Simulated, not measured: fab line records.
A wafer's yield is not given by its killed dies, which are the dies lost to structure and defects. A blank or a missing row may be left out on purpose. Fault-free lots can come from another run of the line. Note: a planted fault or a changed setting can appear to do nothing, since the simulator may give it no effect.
Which tool is to blame? | flow gf180mcu | 6 lots, 18 wafers sampled, at 1 step of a route of 602

## WHAT THE GAUGES READ, wafer by wafer
GF_V2_CD_MEAS_14: the cd target is 260 nm.
lot  | measured     | on        | cd nm (nm)
L319 | day 21 06:31 | cd sem-01 | 259.1 259.8 258.6
L322 | day 22 00:43 | cd sem-01 | 261.7 262.7 263.8
L325 | day 23 02:12 | cd sem-01 | 256.7 257.0 257.3
L332 | day 25 10:10 | cd sem-01 | 260.3 259.9 260.4
L338 | day 27 09:42 | cd sem-01 | 259.4 258.9 259.4
L341 | day 27 20:59 | cd sem-01 | 260.3 261.0 260.2

## WHICH TOOL RAN EACH LOT (tool, then ch and the chambers of the sampled wafers, then the start)
Before these readings, the record contains no process step.

## THE ANSWER, worked out from the rows above alone
Rule: the lots themselves supply what counts as usual. Put in order of their means at a reading, lots are off if they are a third of the lots or fewer, leave a main group of 4 or more, and stand apart from it by a gap of 3 or more times the standard deviation of the main group's means; of several such gaps the widest counts. Not used: any main group whose means are identical at the precision the tables above print for the reading. A lot without any number at a reading at which 4 lots or more have one is off too. Any other lot the step has rows for is counted as sound.
Across all readings shown, no lot is off: no conclusion can be drawn from this.

## WHAT THE SIMULATOR PUT IN
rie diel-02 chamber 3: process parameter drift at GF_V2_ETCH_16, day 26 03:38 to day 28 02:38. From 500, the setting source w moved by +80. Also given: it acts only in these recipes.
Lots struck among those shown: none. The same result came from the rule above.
